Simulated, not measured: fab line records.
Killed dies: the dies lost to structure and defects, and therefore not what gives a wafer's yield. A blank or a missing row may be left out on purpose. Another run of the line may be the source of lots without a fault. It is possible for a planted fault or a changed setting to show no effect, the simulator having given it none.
fab line records	flow sky130
record lots=12	wafers=36	last-day=50
route steps=708 shown SD_P@331 SD_N@356 RES_XHIGH@360 LI_CONTACT@365 PAD_OPEN@708
lots untouched by any fault: they come from a run of this same line in which no faults occurred
start-h: hours from the record's opening day to when the first of the lot's shown wafers began	wait-h: how many hours have passed since the lot's step before this one	" identical to the entry in the row above	L1.1+2: several wafers, shown together as one row	- no value present, or no start provided	* or withheld: withheld	< > ~ a bound
route shown NAME@n: NAME is a module with steps in the file, n the number in the route of the first one	usual: the fault-free wafers' mean and standard deviation	same: alike in all rows	chamber/n: place in a boat	sites: the reading at each site	_std_site: their standard deviation	_edge_site: inner sites' mean taken away from outer sites' mean	radius-mm: for every site, how far away it sits from the centre of the wafer	mask NAME#n: copy n	behind: tool/chamber where the wafer was last shaped	hold: cause of the lot's hold/its duration in hours/its outcome	device: transistor that didn't switch, given as n, p or np	end of line: the tests these same wafers got at the end of their route	for a step that has no rows: nothing shown but its recipe	killed: dies that structure and defects cost at the first sort, which is not the same as the wafer's yield	map: the dies of a wafer, with x for killed, . for not killed, _ for no die there
set.NAME: the setting as run; set.NAME@STEP: as run at that earlier step	model.NAME: the simulator's own value behind a step, which no gauge read
steps of the route over a sample of lots; a table a step, a row a wafer
services: when a tool's chamber went out of use (start-h, in hours from the record's first day, below 0 if earlier), for how many hours, and the reason
## steps
# step SKY_SD_P_TW_MEAS_11
# usual SD_P_TW=2818/26
lot.wafer	tool	chamber	start-h	wait-h	SD_P_TW
L358.1	film-metro-03	-	589.05	0.1	2805
L358.4	"	-	"	"	2799
L358.6	"	-	"	"	2815
L360.3	film-metro-03	-	614.86	0.1	2802
L360.4	"	-	"	"	2796
L360.5	"	-	"	"	2807
L363.1	film-metro-02	-	635.70	0.1	2810
L363.3	"	-	"	"	2804
L363.6	"	-	"	"	2813
L365.2	film-metro-02	-	646.10	0.1	2811
L365.4	"	-	"	"	2809
L365.6	"	-	"	"	2806
L370.1	film-metro-04	-	681.19	0.1	2853
L370.3	"	-	"	"	2847
L370.4	"	-	"	"	2854
L371.2	film-metro-04	-	693.49	0.1	2862
L371.3	"	-	"	"	2867
L371.4	"	-	"	"	2834
L372.3	film-metro-03	-	700.52	0.1	2800
L372.4	"	-	"	"	2804
L372.5	"	-	"	"	2802
L375.3	film-metro-02	-	727.36	0.1	2807
L375.4	"	-	"	"	2799
L375.6	"	-	"	"	2797
L377.1	film-metro-04	-	740.34	0.1	2850
L377.3	"	-	"	"	2865
L377.4	"	-	"	"	2864
L379.1	film-metro-02	-	757.05	0.1	2802
L379.4	"	-	"	"	2787
L379.5	"	-	"	"	2798
L380.1	film-metro-04	-	761.90	0.1	2865
L380.2	"	-	"	"	2846
L380.4	"	-	"	"	2848
L381.2	film-metro-02	-	771.59	0.1	2821
L381.4	"	-	"	"	2808
L381.5	"	-	"	"	2819
# step SKY_SD_N_RTA_14
# recipe temp-c=1075	time-s=2	idle-temp-c=650	ramp-up-c-per-s=150	ramp-down-c-per-s=90	ambient=N2
# usual lamp-power-pct=15.74/0.052	wafer_temp_C_max=1078.0/1.4
lot.wafer	tool	chamber	start-h	wait-h	lamp-power-pct	wafer_temp_C_max
L358.1	rtp-anneal-01	0	646.98	0.0	15.65	1081.1
L358.4	"	0	"	"	15.81	1077.5
L358.6	"	0	"	"	15.75	1077.3
L360.3	rtp-anneal-01	0	673.07	0.0	15.72	1076.9
L360.4	"	0	"	"	15.72	1079.1
L360.5	"	0	"	"	15.70	1079.3
L363.1	rtp-anneal-02	0	693.09	0.0	15.83	1078.4
L363.3	"	0	"	"	15.80	1077.0
L363.6	"	0	"	"	15.75	1079.9
L365.2	rtp-anneal-02	0	702.86	0.0	15.77	1077.0
L365.4	"	0	"	"	15.68	1078.5
L365.6	"	0	"	"	15.71	1077.6
L370.1	rtp-anneal-01	0	736.84	0.0	15.02	1080.6
L370.3	"	0	"	"	15.07	1078.7
L370.4	"	0	"	"	15.00	1078.8
L371.2	rtp-anneal-02	0	749.32	0.0	15.75	1080.4
L371.3	"	0	"	"	15.83	1078.2
L371.4	"	0	"	"	15.69	1077.5
L372.3	rtp-anneal-01	0	754.91	0.0	14.98	1079.2
L372.4	"	0	"	"	15.02	1076.3
L372.5	"	0	"	"	15.04	1077.5
L375.3	rtp-anneal-02	0	781.15	0.0	15.78	1076.0
L375.4	"	0	"	"	15.81	1079.4
L375.6	"	0	"	"	15.69	1077.6
L377.1	rtp-anneal-02	0	793.04	0.0	15.78	1076.2
L377.3	"	0	"	"	15.76	1077.2
L377.4	"	0	"	"	15.69	1078.3
L379.1	rtp-anneal-02	0	811.70	0.0	15.71	1076.5
L379.4	"	0	"	"	15.74	1076.8
L379.5	"	0	"	"	15.80	1078.4
L380.1	rtp-anneal-01	0	815.04	0.0	15.72	1077.3
L380.2	"	0	"	"	15.73	1080.7
L380.4	"	0	"	"	15.82	1077.3
L381.2	rtp-anneal-02	0	825.04	0.0	15.77	1077.0
L381.4	"	0	"	"	15.73	1076.7
L381.5	"	0	"	"	15.71	1078.1
# step SKY_SD_N_RS_MEAS_16
# recipe thk-meas-gauge=four-point-probe
# usual SD_N_RS=68.55/0.15
lot.wafer	tool	chamber	start-h	wait-h	SD_N_RS[ohm/sq]
L358.1	film-metro-04	-	647.16	0.1	68.57
L358.4	"	-	"	"	68.67
L358.6	"	-	"	"	68.79
L360.3	film-metro-04	-	673.27	0.1	68.68
L360.4	"	-	"	"	68.58
L360.5	"	-	"	"	68.53
L363.1	film-metro-03	-	693.32	0.1	68.41
L363.3	"	-	"	"	68.47
L363.6	"	-	"	"	68.26
L365.2	film-metro-04	-	703.09	0.1	68.50
L365.4	"	-	"	"	68.60
L365.6	"	-	"	"	68.70
L370.1	film-metro-04	-	737.01	0.1	71.82
L370.3	"	-	"	"	71.86
L370.4	"	-	"	"	71.87
L371.2	film-metro-02	-	749.50	0.1	68.30
L371.3	"	-	"	"	68.37
L371.4	"	-	"	"	68.38
L372.3	film-metro-04	-	755.10	0.1	72.01
L372.4	"	-	"	"	72.02
L372.5	"	-	"	"	72.06
L375.3	film-metro-04	-	781.35	0.1	68.54
L375.4	"	-	"	"	68.64
L375.6	"	-	"	"	68.61
L377.1	film-metro-03	-	793.21	0.1	68.33
L377.3	"	-	"	"	68.34
L377.4	"	-	"	"	68.33
L379.1	film-metro-02	-	811.87	0.1	68.33
L379.4	"	-	"	"	68.43
L379.5	"	-	"	"	68.42
L380.1	film-metro-04	-	815.21	0.1	68.62
L380.2	"	-	"	"	68.77
L380.4	"	-	"	"	68.69
L381.2	film-metro-04	-	825.23	0.1	68.66
L381.4	"	-	"	"	68.63
L381.5	"	-	"	"	68.37
# step SKY_SD_N_RS_MEAS_17
# recipe thk-meas-gauge=four-point-probe
# usual SD_P_RS=147.0/0.46
lot.wafer	tool	chamber	start-h	wait-h	SD_P_RS[ohm/sq]
L358.1	film-metro-04	-	647.28	0.1	147.1
L358.4	"	-	"	"	147.9
L358.6	"	-	"	"	147.1
L360.3	film-metro-04	-	673.39	0.1	147.2
L360.4	"	-	"	"	146.9
L360.5	"	-	"	"	146.9
L363.1	film-metro-03	-	693.44	0.1	146.8
L363.3	"	-	"	"	146.2
L363.6	"	-	"	"	146.4
L365.2	film-metro-04	-	703.21	0.1	147.2
L365.4	"	-	"	"	147.5
L365.6	"	-	"	"	147.0
L370.1	film-metro-04	-	737.13	0.1	165.4
L370.3	"	-	"	"	165.3
L370.4	"	-	"	"	165.7
L371.2	film-metro-02	-	749.62	0.1	146.3
L371.3	"	-	"	"	146.6
L371.4	"	-	"	"	146.8
L372.3	film-metro-04	-	755.22	0.1	166.1
L372.4	"	-	"	"	166.2
L372.5	"	-	"	"	166.4
L375.3	film-metro-04	-	781.47	0.1	147.8
L375.4	"	-	"	"	147.0
L375.6	"	-	"	"	147.6
L377.1	film-metro-03	-	793.33	0.1	146.1
L377.3	"	-	"	"	146.5
L377.4	"	-	"	"	146.6
L379.1	film-metro-02	-	811.99	0.1	146.7
L379.4	"	-	"	"	146.7
L379.5	"	-	"	"	147.3
L380.1	film-metro-04	-	815.33	0.1	147.4
L380.2	"	-	"	"	147.8
L380.4	"	-	"	"	147.6
L381.2	film-metro-04	-	825.35	0.1	146.6
L381.4	"	-	"	"	147.1
L381.5	"	-	"	"	146.6
# step SKY_SD_N_RS_MEAS_18
# recipe thk-meas-gauge=four-point-probe
# usual RES_XHIGH_RS=332.9/1.3
lot.wafer	tool	chamber	start-h	wait-h	RES_XHIGH_RS[ohm/sq]
L358.1	film-metro-04	-	647.40	0.1	331.9
L358.4	"	-	"	"	331.8
L358.6	"	-	"	"	333.4
L360.3	film-metro-04	-	673.51	0.1	333.7
L360.4	"	-	"	"	333.2
L360.5	"	-	"	"	333.1
L363.1	film-metro-03	-	693.56	0.1	333.2
L363.3	"	-	"	"	334.2
L363.6	"	-	"	"	334.2
L365.2	film-metro-04	-	703.33	0.1	333.7
L365.4	"	-	"	"	333.3
L365.6	"	-	"	"	333.1
L370.1	film-metro-04	-	737.25	0.1	336.0
L370.3	"	-	"	"	336.2
L370.4	"	-	"	"	335.3
L371.2	film-metro-02	-	749.74	0.1	330.9
L371.3	"	-	"	"	330.1
L371.4	"	-	"	"	329.1
L372.3	film-metro-04	-	755.34	0.1	333.4
L372.4	"	-	"	"	332.6
L372.5	"	-	"	"	333.4
L375.3	film-metro-04	-	781.59	0.1	332.5
L375.4	"	-	"	"	333.7
L375.6	"	-	"	"	332.4
L377.1	film-metro-03	-	793.45	0.1	332.2
L377.3	"	-	"	"	332.3
L377.4	"	-	"	"	332.1
L379.1	film-metro-02	-	812.11	0.1	332.9
L379.4	"	-	"	"	332.5
L379.5	"	-	"	"	333.8
L380.1	film-metro-04	-	815.45	0.1	333.7
L380.2	"	-	"	"	333.7
L380.4	"	-	"	"	334.5
L381.2	film-metro-04	-	825.47	0.1	335.0
L381.4	"	-	"	"	334.2
L381.5	"	-	"	"	334.4
# step SKY_LI_CONTACT_BOW_MEAS_03
# recipe mode=bow
# usual LI_CONTACT_BOW=56/7.2
lot.wafer	tool	chamber	start-h	wait-h	LI_CONTACT_BOW[um]
L358.1	film-metro-04	-	648.00	0.2	45
L358.4	"	-	"	"	58
L358.6	"	-	"	"	59
L360.3	film-metro-03	-	674.11	0.2	42
L360.4	"	-	"	"	54
L360.5	"	-	"	"	63
L363.1	film-metro-04	-	694.16	0.1	55
L363.3	"	-	"	"	56
L363.6	"	-	"	"	45
L365.2	film-metro-04	-	703.93	0.2	57
L365.4	"	-	"	"	56
L365.6	"	-	"	"	56
L370.1	film-metro-02	-	737.85	0.2	58
L370.3	"	-	"	"	63
L370.4	"	-	"	"	45
L371.2	film-metro-03	-	750.34	0.3	54
L371.3	"	-	"	"	59
L371.4	"	-	"	"	50
L372.3	film-metro-04	-	755.94	0.1	58
L372.4	"	-	"	"	52
L372.5	"	-	"	"	53
L375.3	film-metro-02	-	782.19	0.2	46
L375.4	"	-	"	"	58
L375.6	"	-	"	"	53
L377.1	film-metro-02	-	794.05	0.1	59
L377.3	"	-	"	"	50
L377.4	"	-	"	"	61
L379.1	film-metro-03	-	812.71	0.1	54
L379.4	"	-	"	"	65
L379.5	"	-	"	"	46
L380.1	film-metro-04	-	816.05	0.1	50
L380.2	"	-	"	"	68
L380.4	"	-	"	"	60
L381.2	film-metro-04	-	826.12	0.2	44
L381.4	"	-	"	"	52
L381.5	"	-	"	"	48
# step SKY_PAD_OPEN_PROBE_99
# usual killed_at_M0_to_M3=43/6.5	killed_at_M4_up=3.2/1.8	killed-at-contacts=26/5.2	killed-at-front-end=16/4.8	killed-at-other=0.3/0.6	killed-dies=89/9.6	killed-open=48/7.1	killed-short=40/6.4
# same gross-dies=492	killed-at-back-side=0
lot.wafer	tool	chamber	start-h	wait-h	killed_at_M0_to_M3	killed_at_M4_up	killed-at-contacts	killed-at-front-end	killed-at-other	killed-dies	killed-open	killed-short
L358.1	prober-02	-	1074.53	0.1	38	4	18	28	0	88	42	46
L358.4	prober-02	-	1074.68	0.2	46	6	18	17	1	88	42	46
L358.6	prober-02	-	1074.78	0.2	42	2	22	20	0	86	56	30
L370.1	prober-01	-	1143.05	0.1	29	4	33	16	0	82	44	38
L370.3	prober-01	-	1143.15	0.2	35	3	16	10	0	64	44	20
L370.4	prober-01	-	1143.20	0.2	55	4	26	15	0	100	55	45
L371.2	prober-02	-	1151.79	0.1	56	4	27	22	0	109	65	43
L371.3	prober-02	-	1151.84	0.2	47	0	21	20	0	88	44	44
L371.4	prober-02	-	1151.89	0.2	43	3	28	34	0	108	56	50
L375.3	prober-02	-	1171.90	0.2	37	4	25	16	0	82	43	37
L375.4	prober-02	-	1171.95	0.2	47	1	31	21	0	100	51	49
L375.6	prober-02	-	1172.05	0.2	40	6	33	10	0	89	55	34
# killed by level:class
L358.1 VIA2:geometric-particle:open=8 POLY_GATE:geometric-particle:open=7 POLY_GATE:geometric-particle:short=7 CONTACT:geometric-particle:open=7 METAL1:geometric-particle:short=7 FIELD_ISO:geometric-particle:open=5 VIA1:geometric-particle:short=5 METAL2:geometric-particle:short=5
L358.4 METAL1:geometric-particle:short=9 POLY_GATE:geometric-particle:short=7 VIA2:geometric-particle:open=7 LI_CONTACT:geometric-particle:open=6 VIA3:geometric-particle:open=6 METAL2:geometric-particle:short=5 VIA1:geometric-particle:open=5 METAL4:geometric-particle:short=4
L358.6 POLY_GATE:geometric-particle:open=9 VIA1:geometric-particle:open=9 VIA3:geometric-particle:open=8 VIA2:geometric-particle:open=8 LI_CONTACT:geometric-particle:open=6 FIELD_ISO:geometric-particle:open=5 CONTACT:geometric-particle:open=5 METAL1:geometric-particle:short=5
L370.1 CONTACT:geometric-particle:open=16 CONTACT:geometric-particle:short=10 POLY_GATE:geometric-particle:open=5 VIA2:geometric-particle:open=5 VIA3:geometric-particle:open=5 LI_CONTACT:geometric-particle:open=4 VIA1:geometric-particle:open=4 METAL4:geometric-particle:short=4
L370.3 VIA1:geometric-particle:open=9 VIA2:geometric-particle:open=9 LI_CONTACT:geometric-particle:open=6 CONTACT:geometric-particle:open=5 VIA3:geometric-particle:open=5 POLY_GATE:geometric-particle:open=4 CONTACT:geometric-particle:short=4 METAL1:geometric-particle:short=4
L370.4 CONTACT:geometric-particle:open=13 VIA3:geometric-particle:open=11 VIA1:geometric-particle:open=10 METAL1:geometric-particle:short=9 VIA1:geometric-particle:short=6 VIA2:geometric-particle:open=5 METAL2:geometric-particle:short=5 FIELD_ISO:geometric-particle:open=4
L371.2 VIA1:geometric-particle:open=15 LI_CONTACT:geometric-particle:open=10 VIA2:geometric-particle:open=9 FIELD_ISO:geometric-particle:open=8 CONTACT:geometric-particle:open=7 VIA3:geometric-particle:open=7 CONTACT:geometric-particle:short=6 METAL1:geometric-particle:short=6
L371.3 VIA1:geometric-particle:open=10 METAL2:geometric-particle:short=8 FIELD_ISO:geometric-particle:short=7 CONTACT:geometric-particle:open=7 VIA2:geometric-particle:open=6 VIA3:geometric-particle:short=6 LI_CONTACT:geometric-particle:open=5 FIELD_ISO:geometric-particle:open=4
L371.4 CONTACT:geometric-particle:open=10 FIELD_ISO:geometric-particle:short=8 VIA2:geometric-particle:open=8 FIELD_ISO:geometric-particle:open=7 POLY_GATE:geometric-particle:open=7 CONTACT:geometric-particle:short=7 VIA1:geometric-particle:open=7 POLY_GATE:geometric-particle:short=6
L375.3 CONTACT:geometric-particle:open=11 VIA1:geometric-particle:open=10 VIA2:geometric-particle:open=8 VIA1:geometric-particle:short=7 CONTACT:geometric-particle:short=7 FIELD_ISO:geometric-particle:short=5 LI_CONTACT:geometric-particle:open=5 SPACER:geometric-particle:short=4
L375.4 VIA3:geometric-particle:open=11 LI_CONTACT:geometric-particle:open=10 CONTACT:geometric-particle:open=10 METAL1:geometric-particle:short=8 VIA1:geometric-particle:open=6 VIA1:geometric-particle:short=6 FIELD_ISO:geometric-particle:short=5 LOCAL_INTERCONNECT:geometric-particle:short=5
L375.6 VIA1:geometric-particle:open=17 CONTACT:geometric-particle:open=12 LI_CONTACT:geometric-particle:open=8 CONTACT:geometric-particle:short=6 VIA1:geometric-particle:short=6 METAL1:geometric-particle:short=5 LOCAL_INTERCONNECT:geometric-particle:short=4 VIA2:geometric-particle:open=4
## services
tool	chamber	start-h	hours	kind
rtp-anneal-01	-	663.99	3.0	pm
## key
first-sign step=SKY_SD_N_RTA_14	reading=lamp-power-pct	direction=down	sigmas=14	usual=15.74	struck=15.02
effect step=SKY_SD_N_RS_MEAS_16	reading=SD_N_RS	direction=up	sigmas=22	usual=68.55	struck=71.94
effect step=SKY_SD_N_RS_MEAS_17	reading=SD_P_RS	direction=up	sigmas=41	usual=147.0	struck=165.8
met-at SKY_SD_N_RTA_14
struck-lots L370,L372
tester-left-out L370,L372
not-acting-at SKY_SD_P_TW_MEAS_11,SKY_SD_N_RS_MEAS_18,SKY_LI_CONTACT_BOW_MEAS_03
onset-between 673.07 736.84
fault kind=process-parameter-drift	tool=rtp-anneal-01	chamber=-	onset-h=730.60	steps=SKY_SD_N_RTA_14	channel=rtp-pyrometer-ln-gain	offset=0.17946	shape=step	end-h=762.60
# tester-left-out: of these lots the tester's yield and bins aren't shown, on N5 and GAA mostly nor the transistor test; their killed dies are dies lost to structure and defects alone, not to doping, threshold or leakage, so they don't give the yield
